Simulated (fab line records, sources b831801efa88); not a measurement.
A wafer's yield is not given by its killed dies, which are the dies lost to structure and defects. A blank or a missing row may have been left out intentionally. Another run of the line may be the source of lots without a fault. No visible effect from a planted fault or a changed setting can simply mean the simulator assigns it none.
fab line records    flow gf180mcu
record lots=14  wafers=42  last_day=34
route steps=602 shown VT_IMPLANT@135 MVPSD@139 POLY_GATE@169 HV_LDD@196
lots untouched by any fault: they come from a run of this same line in which no faults occurred
start_h: hours from the record's opening day to when the first of the lot's shown wafers began    wait_h: time in hours since the lot's previous step    " the same as in the row above    L1.1+2: a row that stands for several wafers    - no value, or no start was given    * or withheld: withheld    < > ~ a bound
route shown NAME@n: names a module that has steps shown in the file, with the first one's number in the route    usual: mean/standard deviation taken from wafers without a fault    same: alike in all rows    chamber/n: place in a boat    sites: per-site readings    _std_site: their standard deviation    _edge_site: mean of outer sites minus mean of inner sites    radius_mm: for every site, how far away it sits from the centre of the wafer    mask NAME#n: copy n    behind: the last tool/chamber to shape the wafer    hold: why the lot was held/for how many hours/how that ended    device: names the non-switching transistor (n, p or np)    end of line: at the end of the route, the tests of the same wafers    step lacking rows: just its recipe    killed: count of dies lost to structure and defects at first sort (not the wafer's yield)    map: the dies of a wafer, with x for killed, . for not killed, _ for no die there
set.NAME: setting as actually run; set.NAME@STEP: the setting as run at that earlier step    model.NAME: the simulator's own value behind a step, which no gauge read
one table for each step of the route and one row for each wafer, over a sample of lots
services: when a tool's chamber went out of use (start_h, in hours from the record's first day, below 0 if earlier), for how many hours, and the reason
## steps
# step GF_VT_IMPLANT_RTA_45
# recipe temp_c=1050  time_s=30  ambient=N2
# usual lamp_power_pct=41.2/2.3  wafer_temp_C_max=1054.1/0.88
lot.wafer  tool           chamber  start_h  wait_h  lamp_power_pct  wafer_temp_C_max
L264.4     rtp_anneal-01  0        167.30   0.1     43.3            1053.7
L264.5     "              0        "        "       43.3            1053.8
L264.6     "              0        "        "       43.2            1054.4
L263.1     rtp_anneal-02  0        169.10   0.0     38.7            1054.6
L263.3     "              0        "        "       38.6            1052.6
L263.6     "              0        "        "       38.7            1053.4
L266.1     rtp_anneal-01  0        179.88   0.0     43.3            1053.4
L266.5     "              0        "        "       43.2            1053.6
L266.6     "              0        "        "       43.3            1054.2
L268.2     rtp_anneal-02  0        189.70   0.0     38.6            1054.5
L268.4     "              0        "        "       38.6            1054.1
L268.5     "              0        "        "       38.6            1056.2
L269.1     rtp_anneal-01  0        195.28   0.0     43.3            1053.1
L269.4     "              0        "        "       43.3            1054.8
L269.5     "              0        "        "       43.4            1055.2
L270.1     rtp_anneal-02  0        205.28   0.0     38.6            1053.4
L270.2     "              0        "        "       38.6            1055.6
L270.3     "              0        "        "       38.5            1053.4
L271.3     rtp_anneal-01  0        206.22   0.0     43.3            1053.4
L271.4     "              0        "        "       43.3            1053.7
L271.6     "              0        "        "       43.3            1052.8
L278.4     rtp_anneal-01  0        261.00   0.1     43.3            1052.7
L278.5     "              0        "        "       43.3            1052.9
L278.6     "              0        "        "       43.4            1053.8
L279.1     rtp_anneal-02  0        262.68   0.0     38.6            1053.9
L279.3     "              0        "        "       38.6            1055.1
L279.5     "              0        "        "       38.7            1053.0
L280.3     rtp_anneal-02  0        286.22   0.0     38.6            1054.1
L280.5     "              0        "        "       38.6            1053.5
L280.6     "              0        "        "       38.7            1054.5
L282.1     rtp_anneal-01  0        297.04   0.0     43.3            1053.4
L282.2     "              0        "        "       43.3            1053.7
L282.4     "              0        "        "       43.3            1053.0
L284.2     rtp_anneal-01  0        308.90   0.0     43.3            1054.6
L284.4     "              0        "        "       43.3            1052.8
L284.5     "              0        "        "       43.3            1055.1
L283.2     rtp_anneal-02  0        310.24   0.0     38.6            1054.4
L283.5     "              0        "        "       38.6            1056.1
L283.6     "              0        "        "       38.6            1053.4
L286.1     rtp_anneal-01  0        328.75   0.0     43.3            1052.8
L286.2     "              0        "        "       43.3            1052.6
L286.4     "              0        "        "       43.3            1054.5
# step GF_VT_IMPLANT_RS_MEAS_49
# recipe thk_meas_gauge=four-point-probe
# usual MVPSD_RS=1169/3.7
lot.wafer  tool           chamber  start_h  wait_h  MVPSD_RS[ohm/sq]
L264.4     film_metro-02  -        167.77   0.1     1163
L264.5     "              -        "        "       1167
L264.6     "              -        "        "       1171
L263.1     film_metro-02  -        169.56   0.1     1169
L263.3     "              -        "        "       1168
L263.6     "              -        "        "       1170
L266.1     film_metro-01  -        180.34   0.1     1170
L266.5     "              -        "        "       1167
L266.6     "              -        "        "       1166
L268.2     film_metro-01  -        190.16   0.1     1170
L268.4     "              -        "        "       1167
L268.5     "              -        "        "       1170
L269.1     film_metro-03  -        195.74   0.1     1175
L269.4     "              -        "        "       1173
L269.5     "              -        "        "       1174
L270.1     film_metro-03  -        205.74   0.1     1165
L270.2     "              -        "        "       1163
L270.3     "              -        "        "       1164
L271.3     film_metro-03  -        206.69   0.1     1171
L271.4     "              -        "        "       1174
L271.6     "              -        "        "       1172
L278.4     film_metro-02  -        261.47   0.1     1171
L278.5     "              -        "        "       1172
L278.6     "              -        "        "       1169
L279.1     film_metro-01  -        263.14   0.1     1172
L279.3     "              -        "        "       1173
L279.5     "              -        "        "       1170
L280.3     film_metro-01  -        286.68   0.1     1171
L280.5     "              -        "        "       1170
L280.6     "              -        "        "       1167
L282.1     film_metro-01  -        297.50   0.1     1167
L282.2     "              -        "        "       1171
L282.4     "              -        "        "       1166
L284.2     film_metro-03  -        309.36   0.1     1166
L284.4     "              -        "        "       1167
L284.5     "              -        "        "       1168
L283.2     film_metro-03  -        310.71   0.1     1172
L283.5     "              -        "        "       1169
L283.6     "              -        "        "       1174
L286.1     film_metro-01  -        329.21   0.1     1160
L286.2     "              -        "        "       1162
L286.4     "              -        "        "       1163
# step GF_POLY_GATE_ETCH_12
# recipe chemistry=N2/H2  target_depth_a=withheld  overetch_a=withheld  time_s=withheld  target=BARC  ion_energy_ev=200  source_w=500  bias_w=100  pressure_mtorr=30  n2_flow_sccm=100  h2_flow_sccm=200
# usual bias_w=100.0/0.32  chamber_pressure_mTorr=30.000/0.029  drypump_motor_current_A=5.6/0.61  oes_product_au=0.734/0.0045  rf_fwd_power_W=494.6/2  throttle_valve_pct=13.213/0.0088
lot.wafer  tool         chamber  start_h  wait_h  bias_w  chamber_pressure_mTorr  drypump_motor_current_A  oes_product_au  rf_fwd_power_W  throttle_valve_pct
L264.4     rie_diel-03  2        206.06   0.0     100.4   30.024                  5.3                      0.733           494.8           13.215
L264.5     "            3        "        "       100.3   30.004                  5.2                      0.733           493.4           13.202
L264.6     "            1        "        "       99.9    30.016                  6.7                      0.737           495.5           13.220
L263.1     rie_diel-01  2        207.96   0.0     99.9    29.944                  5.5                      0.739           492.2           13.216
L263.3     "            3        "        "       100.5   29.965                  5.0                      0.738           493.4           13.222
L263.6     "            3        "        "       99.9    30.006                  4.9                      0.738           494.6           13.217
L266.1     rie_diel-02  3        222.19   0.0     99.9    29.981                  5.5                      0.737           492.6           13.222
L266.5     "            1        "        "       100.2   29.992                  4.8                      0.735           497.4           13.194
L266.6     "            0        "        "       100.4   29.988                  6.0                      0.738           495.7           13.206
L268.2     rie_diel-03  2        230.91   0.0     -       -                       -                        -               -               -
L268.4     "            3        "        "       -       -                       -                        -               -               -
L268.5     "            0        "        "       -       -                       -                        -               -               -
L269.1     rie_diel-02  1        238.26   0.0     -       -                       -                        -               -               -
L269.4     "            3        "        "       -       -                       -                        -               -               -
L269.5     "            1        "        "       -       -                       -                        -               -               -
L270.1     rie_diel-03  2        246.86   0.0     100.1   30.014                  5.4                      0.737           496.3           13.206
L270.2     "            0        "        "       100.2   30.002                  4.8                      0.744           494.8           13.218
L270.3     "            3        "        "       100.0   29.985                  5.1                      0.741           495.0           13.212
L271.3     rie_diel-02  1        250.51   0.0     100.2   29.991                  4.8                      0.728           495.0           13.191
L271.4     "            1        "        "       100.3   29.970                  4.8                      0.741           496.8           13.197
L271.6     "            3        "        "       99.6    30.039                  5.4                      0.734           495.4           13.216
L278.4     rie_diel-01  1        308.20   0.0     100.0   29.987                  6.5                      0.733           491.6           13.202
L278.5     "            0        "        "       99.8    30.054                  5.6                      0.725           494.2           13.221
L278.6     "            1        "        "       100.5   29.980                  6.5                      0.736           491.5           13.213
L279.1     rie_diel-01  1        310.99   0.0     100.0   30.080                  6.5                      0.730           492.8           13.214
L279.3     "            2        "        "       100.4   29.996                  5.6                      0.733           493.0           13.216
L279.5     "            2        "        "       99.9    30.004                  5.6                      0.734           492.4           13.213
L280.3     rie_diel-03  2        334.15   0.0     99.4    30.006                  5.3                      0.739           491.8           13.207
L280.5     "            0        "        "       99.9    29.963                  4.8                      0.740           495.8           13.216
L280.6     "            2        "        "       99.8    30.055                  5.3                      0.736           492.4           13.201
L282.1     rie_diel-02  2        344.15   0.0     100.3   30.022                  5.6                      0.736           497.6           13.229
L282.2     "            0        "        "       99.8    30.059                  6.0                      0.734           497.4           13.219
L282.4     "            1        "        "       99.9    30.002                  4.9                      0.737           497.5           13.205
L284.2     rie_diel-02  3        356.41   0.0     99.9    29.998                  5.4                      0.735           495.1           13.222
L284.4     "            0        "        "       99.8    29.982                  6.0                      0.742           496.9           13.214
L284.5     "            2        "        "       100.3   30.036                  5.6                      0.738           498.0           13.219
L283.2     rie_diel-02  0        359.94   0.0     100.0   30.014                  6.0                      0.734           496.5           13.212
L283.5     "            1        "        "       100.0   30.034                  4.8                      0.733           499.2           13.204
L283.6     "            2        "        "       99.7    29.986                  5.6                      0.739           497.0           13.228
L286.1     rie_diel-03  2        376.71   0.0     100.1   30.004                  5.4                      0.745           497.0           13.217
L286.2     "            1        "        "       99.9    29.992                  6.8                      0.739           495.5           13.217
L286.4     "            1        "        "       100.3   29.979                  6.8                      0.735           496.5           13.216
# step GF_POLY_GATE_ETCH_13
# recipe target=poly-Si  target_depth_nm=198.5  stop_on=SiO2  over_etch_frac=0.403  chemistry=HBr/Cl2  icp_w=400  bias_w=100  pressure_mtorr=10  HBr_flow_sccm=150  Cl2_flow_sccm=50  time_s=69.6
# usual HBr_flow_sccm=150.0/0.43  bias_w=100.0/0.31  chamber_pressure_mTorr=10.000/0.0092  drypump_motor_current_A=5.5/0.55  oes_product_au=0.993/0.0089  rf_fwd_power_W=396.9/1.4  throttle_valve_pct=33.684/0.0093
lot.wafer  tool       chamber  start_h  wait_h  HBr_flow_sccm  bias_w  chamber_pressure_mTorr  drypump_motor_current_A  oes_product_au  rf_fwd_power_W  rf_hours_counter_h  throttle_valve_pct
L264.4     rie_si-01  0        206.12   -       149.3          100.3   10.001                  5.9                      0.997           397.1           -                   33.679
L264.5     "          1        "        "       149.6          100.3   9.994                   5.0                      1.000           397.1           -                   33.695
L264.6     "          0        "        "       149.7          100.1   9.996                   5.9                      0.999           396.9           -                   33.670
L263.1     rie_si-02  3        208.01   -       150.2          99.9    9.998                   5.8                      0.982           393.2           88                  33.678
L263.3     "          2        "        "       149.9          100.5   10.002                  4.9                      1.001           396.2           0                   33.673
L263.6     "          1        "        "       149.8          100.2   10.002                  5.6                      1.022           398.0           -                   33.697
L266.1     rie_si-02  0        222.24   -       149.9          99.7    10.021                  5.5                      0.989           394.5           2                   33.665
L266.5     "          1        "        "       149.8          100.2   10.002                  5.6                      0.999           397.5           -                   33.684
L266.6     "          2        "        "       150.3          100.3   9.997                   4.9                      0.992           396.9           -                   33.691
L268.2     rie_si-02  2        230.96   -       150.1          100.3   10.002                  4.9                      0.276           397.6           0                   33.667
L268.4     "          3        "        "       149.3          99.9    10.003                  5.8                      0.277           396.4           88                  33.684
L268.5     "          3        "        "       149.8          100.0   9.986                   5.8                      0.274           392.6           -                   33.674
L269.1     rie_si-01  0        238.31   -       149.9          99.7    9.992                   5.9                      0.275           397.6           2                   33.686
L269.4     "          1        "        "       150.0          99.9    9.998                   5.0                      0.267           394.6           -                   33.673
L269.5     "          2        "        "       150.1          100.2   10.002                  6.7                      0.266           396.5           -                   33.687
L270.1     rie_si-02  2        246.91   -       150.5          99.4    9.997                   4.9                      1.000           396.3           1                   33.686
L270.2     "          1        "        "       149.5          100.1   9.994                   5.6                      1.005           399.9           49                  33.687
L270.3     "          3        "        "       149.6          99.9    9.994                   5.8                      0.990           396.4           88                  33.690
L271.3     rie_si-01  2        250.56   -       150.0          100.6   9.995                   6.7                      0.980           394.6           0                   33.689
L271.4     "          0        "        "       149.7          100.1   9.987                   5.9                      0.987           398.3           2                   33.688
L271.6     "          3        "        "       149.7          100.0   10.002                  5.2                      0.991           396.2           -                   33.683
L278.4     rie_si-01  0        308.26   -       150.5          100.0   10.004                  5.9                      0.996           398.7           3                   33.682
L278.5     "          0        "        "       150.1          99.9    9.981                   5.9                      0.985           399.9           -                   33.672
L278.6     "          3        "        "       150.4          100.1   10.012                  5.2                      0.999           397.1           -                   33.692
L279.1     rie_si-01  1        311.04   -       150.1          100.1   10.007                  5.0                      1.002           398.7           27                  33.698
L279.3     "          3        "        "       150.5          100.3   9.986                   5.1                      0.973           396.4           0                   33.670
L279.5     "          0        "        "       149.9          100.1   9.998                   5.9                      0.989           396.4           -                   33.689
L280.3     rie_si-01  0        334.21   -       150.5          100.0   9.996                   5.9                      0.988           397.9           3                   33.683
L280.5     "          0        "        "       150.4          100.0   10.003                  5.9                      0.979           397.3           -                   33.684
L280.6     "          1        "        "       150.6          100.1   9.979                   5.0                      1.008           397.4           -                   33.680
L282.1     rie_si-01  3        344.20   -       150.3          99.7    9.992                   5.2                      0.999           398.5           1                   33.682
L282.2     "          1        "        "       149.6          100.0   10.012                  5.0                      1.005           396.5           27                  33.683
L282.4     "          2        "        "       149.8          99.7    10.017                  6.7                      1.003           397.8           1                   33.684
L284.2     rie_si-02  2        356.46   -       150.9          100.0   9.997                   4.9                      0.983           398.3           2                   33.674
L284.4     "          1        "        "       150.4          99.8    9.995                   5.6                      0.994           398.0           -                   33.681
L284.5     "          0        "        "       149.5          99.7    10.009                  5.5                      0.989           396.8           -                   33.674
L283.2     rie_si-01  2        359.99   -       149.3          100.1   9.999                   6.7                      0.983           398.4           2                   33.705
L283.5     "          3        "        "       149.5          100.1   10.014                  5.2                      0.984           397.3           -                   33.683
L283.6     "          0        "        "       149.7          99.7    9.998                   5.9                      0.981           399.5           -                   33.696
L286.1     rie_si-01  3        376.76   -       149.9          99.7    9.998                   5.2                      0.985           397.0           1                   33.681
L286.2     "          1        "        "       150.4          100.1   10.009                  5.0                      0.995           398.5           28                  33.685
L286.4     "          2        "        "       150.6          99.4    9.999                   6.7                      0.983           397.1           2                   33.688
# step GF_POLY_GATE_STRIP_14
# recipe chemistry=O2/N2  power_w=1400  pressure_mtorr=1500  platen_temp_c=250  o2_flow_sccm=3000  n2_flow_sccm=300  overash_fraction=0.5
# usual chamber_pressure_mTorr=1499.8/1.5  drypump_motor_current_A=5.8/0.37  heater_power_w=331/37  oes_product_au=0.505/0.0049
lot.wafer  tool             chamber  start_h  wait_h  chamber_pressure_mTorr  drypump_motor_current_A  heater_power_w  oes_product_au  rf_hours_counter_h
L264.4     plasma_asher-02  0        206.21   0.1     1499.6                  5.2                      311             0.505           -
L264.5     "                0        "        "       1501.9                  5.3                      303             0.506           -
L264.6     "                1        "        "       1499.2                  5.8                      330             0.495           -
L263.1     plasma_asher-04  1        208.06   0.0     1497.8                  5.8                      404             0.516           9
L263.3     "                1        "        "       1500.4                  5.7                      402             0.509           -
L263.6     "                1        "        "       1498.9                  5.7                      407             0.499           -
L266.1     plasma_asher-02  0        222.30   0.0     1500.1                  5.2                      314             0.502           60
L266.5     "                1        "        "       1498.8                  5.8                      326             0.501           -
L266.6     "                0        "        "       1502.6                  5.2                      317             0.509           -
L268.2     plasma_asher-04  1        231.02   0.0     1499.6                  5.7                      395             0.524           12
L268.4     "                1        "        "       1500.5                  5.8                      413             0.529           -
L268.5     "                0        "        "       1499.6                  5.6                      314             0.528           -
L269.1     plasma_asher-03  1        238.37   0.0     1501.2                  6.5                      302             0.526           43
L269.4     "                1        "        "       1499.1                  6.6                      310             0.521           -
L269.5     "                0        "        "       1498.3                  5.9                      314             0.522           -
L270.1     plasma_asher-02  0        246.97   0.0     1501.5                  5.2                      316             0.513           63
L270.2     "                1        "        "       1498.3                  5.8                      320             0.493           63
L270.3     "                0        "        "       1500.4                  5.2                      307             0.506           -
L271.3     plasma_asher-02  0        250.65   0.1     1500.8                  5.3                      320             0.494           -
L271.4     "                1        "        "       1499.9                  5.8                      331             0.506           -
L271.6     "                1        "        "       1501.0                  5.8                      339             0.508           -
L278.4     plasma_asher-02  0        308.34   0.1     1503.9                  5.2                      323             0.508           -
L278.5     "                0        "        "       1500.1                  5.2                      314             0.505           -
L278.6     "                1        "        "       1500.8                  5.8                      325             0.503           -
L279.1     plasma_asher-02  0        311.09   0.0     1498.0                  5.2                      308             0.505           70
L279.3     "                1        "        "       1502.3                  5.7                      324             0.506           -
L279.5     "                0        "        "       1500.1                  5.2                      318             0.502           -
L280.3     plasma_asher-04  0        334.29   0.1     1497.7                  5.6                      314             0.511           -
L280.5     "                1        "        "       1498.4                  5.7                      397             0.510           -
L280.6     "                0        "        "       1501.6                  5.7                      307             0.509           -
L282.1     plasma_asher-03  1        344.26   0.0     1499.5                  6.6                      296             0.501           53
L282.2     "                0        "        "       1498.8                  5.9                      316             0.504           53
L282.4     "                1        "        "       1500.4                  6.6                      294             0.505           -
L284.2     plasma_asher-02  1        356.54   0.0     1501.3                  5.8                      320             0.501           74
L284.4     "                1        "        "       1499.9                  5.8                      330             0.501           -
L284.5     "                1        "        "       1498.9                  5.8                      331             0.505           -
L283.2     plasma_asher-03  1        360.04   0.0     1497.9                  6.6                      299             0.513           54
L283.5     "                0        "        "       1499.5                  5.9                      312             0.505           -
L283.6     "                1        "        "       1501.0                  6.5                      303             0.501           -
L286.1     plasma_asher-04  0        376.82   0.0     1500.3                  5.6                      308             0.513           26
L286.2     "                1        "        "       1499.1                  5.7                      415             0.503           26
L286.4     "                1        "        "       1497.7                  5.7                      410             0.508           -
# step GF_POLY_GATE_CD_MEAS_18
# usual cd_nm=280.8/1.8
lot.wafer  tool       chamber  start_h  wait_h  cd_nm
L264.4     cd_sem-02  -        208.48   0.1     282.6
L264.5     "          -        "        "       283.1
L264.6     "          -        "        "       281.9
L263.1     cd_sem-01  -        211.09   0.1     278.2
L263.3     "          -        "        "       276.4
L263.6     "          -        "        "       276.9
L266.1     cd_sem-01  -        224.24   0.1     279.3
L266.5     "          -        "        "       280.9
L266.6     "          -        "        "       281.6
L268.2     cd_sem-01  -        233.15   0.1     -
L268.4     "          -        "        "       -
L268.5     "          -        "        "       -
L269.1     cd_sem-01  -        239.83   0.1     -
L269.4     "          -        "        "       -
L269.5     "          -        "        "       -
L270.1     cd_sem-02  -        248.43   0.1     278.5
L270.2     "          -        "        "       277.2
L270.3     "          -        "        "       277.4
L271.3     cd_sem-01  -        252.96   0.1     284.1
L271.4     "          -        "        "       284.1
L271.6     "          -        "        "       282.2
L278.4     cd_sem-02  -        309.86   0.1     283.0
L278.5     "          -        "        "       282.9
L278.6     "          -        "        "       281.7
L279.1     cd_sem-01  -        313.86   0.1     282.4
L279.3     "          -        "        "       280.0
L279.5     "          -        "        "       281.5
L280.3     cd_sem-02  -        335.83   0.1     281.1
L280.5     "          -        "        "       280.1
L280.6     "          -        "        "       280.6
L282.1     cd_sem-01  -        345.76   0.1     280.1
L282.2     "          -        "        "       280.8
L282.4     "          -        "        "       282.4
L284.2     cd_sem-01  -        359.44   0.1     281.2
L284.4     "          -        "        "       281.6
L284.5     "          -        "        "       278.7
L283.2     cd_sem-02  -        363.23   0.1     283.2
L283.5     "          -        "        "       281.6
L283.6     "          -        "        "       281.1
L286.1     cd_sem-02  -        378.28   0.1     281.3
L286.2     "          -        "        "       280.6
L286.4     "          -        "        "       279.4
# step GF_HV_LDD_OVL_MEAS_20
# usual HV_LDD_01_OVL=0.9/1
lot.wafer  tool        chamber  start_h  wait_h  HV_LDD_01_OVL[nm]
L264.4     overlay-01  -        245.10   0.1     0.8
L264.5     "           -        "        "       0.8
L264.6     "           -        "        "       1.2
L263.1     overlay-02  -        247.73   0.1     1.4
L263.3     "           -        "        "       0.6
L263.6     "           -        "        "       1.3
L266.1     overlay-01  -        260.98   0.1     1.6
L266.5     "           -        "        "       0.2
L266.6     "           -        "        "       2.5
L270.1     overlay-01  -        286.72   0.1     1.1
L270.2     "           -        "        "       -0.4
L270.3     "           -        "        "       1.9
L271.3     overlay-01  -        291.89   0.1     1.3
L271.4     "           -        "        "       1.6
L271.6     "           -        "        "       0.7
L278.4     overlay-01  -        351.64   0.1     2.0
L278.5     "           -        "        "       2.4
L278.6     "           -        "        "       3.0
L279.1     overlay-02  -        357.27   0.1     -0.4
L279.3     "           -        "        "       0.6
L279.5     "           -        "        "       -0.1
L280.3     overlay-01  -        380.12   0.1     0.5
L280.5     "           -        "        "       1.3
L280.6     "           -        "        "       1.5
L282.1     overlay-01  -        390.62   0.1     0.1
L282.2     "           -        "        "       -0.5
L282.4     "           -        "        "       0.2
L284.2     overlay-02  -        404.37   0.1     1.6
L284.4     "           -        "        "       2.2
L284.5     "           -        "        "       1.8
L283.2     overlay-02  -        409.71   0.1     -1.0
L283.5     "           -        "        "       0.8
L283.6     "           -        "        "       0.8
L286.1     overlay-01  -        424.32   0.1     1.7
L286.2     "           -        "        "       1.9
L286.4     "           -        "        "       1.3
## services
tool             chamber  start_h  hours  kind
rie_diel-03      0        173.18   43.4   repair
rie_si-01        3        192.85   47.0   repair
rie_diel-02      3        199.40   4.2    repair
rtp_anneal-02    -        204.00   1.2    pm
rie_diel-03      0        221.97   2.9    repair
rie_diel-02      -        226.38   0.2    repair
rie_diel-02      0        236.05   9.4    repair
rie_si-02        1        242.93   1.1    repair
rie_diel-02      2        246.14   7.0    repair
rie_si-02        3        264.66   12.0   repair
rie_diel-03      -        271.35   0.3    repair
rie_diel-03      -        275.18   0.7    repair
rie_diel-02      -        276.21   1.9    repair
rie_diel-02      2        281.40   11.2   repair
rie_diel-03      2        282.65   24.4   repair
rie_diel-03      -        286.32   4.3    pm
plasma_asher-02  -        317.50   3.6    repair
rie_si-02        -        331.28   15.6   pm
plasma_asher-02  -        341.95   3.1    repair
rie_si-01        0        345.50   12.5   repair
rie_diel-02      3        359.89   10.3   repair
rie_si-01        2        362.73   3.5    repair
rie_diel-02      2        370.02   7.3    repair
rie_diel-02      -        370.66   14.6   pm
## key
first_sign step=GF_POLY_GATE_ETCH_12  reading=tool_record  direction=missing
effect step=GF_POLY_GATE_ETCH_13  reading=oes_product_au  direction=down  sigmas=81  usual=0.993  struck=0.272
effect step=GF_POLY_GATE_STRIP_14  reading=oes_product_au  direction=up  sigmas=4.1  usual=0.505  struck=0.525
effect step=GF_POLY_GATE_CD_MEAS_18  reading=cd_nm  direction=missing
met_at GF_POLY_GATE_ETCH_12
struck_lots L268,L269
later_rows_left_out L268.2,L268.4,L268.5,L269.1,L269.4,L269.5
sort_left_out L268.2,L268.4,L268.5,L269.1,L269.4,L269.5
tester_left_out L268,L269
not_acting_at GF_VT_IMPLANT_RTA_45,GF_VT_IMPLANT_RS_MEAS_49,GF_HV_LDD_OVL_MEAS_20
onset_between 222.19 230.91
fault kind=skipped_step_whole  tool=rie_diel-02,rie_diel-03  chamber=-  onset_h=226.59  steps=GF_POLY_GATE_ETCH_12  scope=struck_lots_only
# tester_left_out: of these lots the tester's yield and bins aren't shown, on N5 and GAA mostly nor the transistor test; their killed dies are dies lost to structure and defects alone, not to doping, threshold or leakage, so they don't give the yield
# sort_left_out: the simulated sort isn't trusted on such a fault, so these wafers' sort isn't shown, and their yield isn't known
# later_rows_left_out: the simulator's readings of these wafers behind a module that went badly wrong aren't trusted and aren't shown, but for the sort
